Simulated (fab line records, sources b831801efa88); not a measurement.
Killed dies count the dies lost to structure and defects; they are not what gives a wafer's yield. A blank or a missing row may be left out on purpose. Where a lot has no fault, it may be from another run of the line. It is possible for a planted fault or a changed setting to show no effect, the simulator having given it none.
Chamber matching | flow sky130 | rieDiel-01 running SKY_VIA2_ETCH_14: 4 sister chambers
The step etches BARC in N2/H2, stops on SiO2, time 45.9 s, target depth 60 nm. 8 wafers are shown with their chamber, then 11 later ones without.

## WAFERS PAIRED WITH THEIR CHAMBERS
wafer  | chamber | drypumpMotorCurrentA (A) | oesProductAu (a.u.)
L538.5 | 1       | 6.4                      | 0.845
L555.4 | 1       | 6.4                      | 0.857
L555.5 | 0       | 6.1                      | 0.850
L555.6 | 3       | 6.7                      | 0.853
L556.2 | 3       | 6.6                      | 0.866
L556.4 | 0       | 6.1                      | 0.859
L556.5 | 2       | 6.2                      | 0.855
L557.2 | 2       | 6.2                      | 0.856

## WAFERS MISSING THEIR CHAMBER
wafer  | drypumpMotorCurrentA (A) | oesProductAu (a.u.)
L557.3 | 6.4                      | 0.858
L557.6 | 6.7                      | 0.854
L558.2 | 6.2                      | 0.848
L558.3 | 6.1                      | 0.851
L558.5 | 6.1                      | 0.854
L559.1 | 6.4                      | 0.849
L559.3 | 6.7                      | 0.849
L559.5 | 6.6                      | 0.858
L561.2 | 6.2                      | 0.852
L561.4 | 6.1                      | 0.854
L561.5 | 6.4                      | 0.859

## WHICH CHAMBER EACH ONE RAN IN
wafer  | from the rows above     | in truth
L557.3 | 1                       | 1
L557.6 | 3                       | 3
L558.2 | can't be placed: 2 or 0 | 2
L558.3 | 0                       | 0
L558.5 | 0                       | 0
L559.1 | 1                       | 1
L559.3 | 3                       | 3
L559.5 | 3                       | 3
L561.2 | 2                       | 2
L561.4 | 0                       | 0
L561.5 | 1                       | 1
Placed correctly: 10 of 11. Not placeable from these rows: 1 (in 1, the candidates include the true chamber). Placed wrongly: 0.
How it was worked out, from the rows above alone: a wafer's distance from a chamber is the root of the sum, over the readings, of the square of ((its reading less the chamber's mean) divided by the reading's scatter). The wafer belongs to the nearest chamber; if the next one is less than 2 further off, it can't be placed. A chamber's mean is the mean of its shown wafers. The scatter: the root of (the sum of the squares of (reading less its chamber's mean) over the shown wafers, divided by (wafers less chambers)).
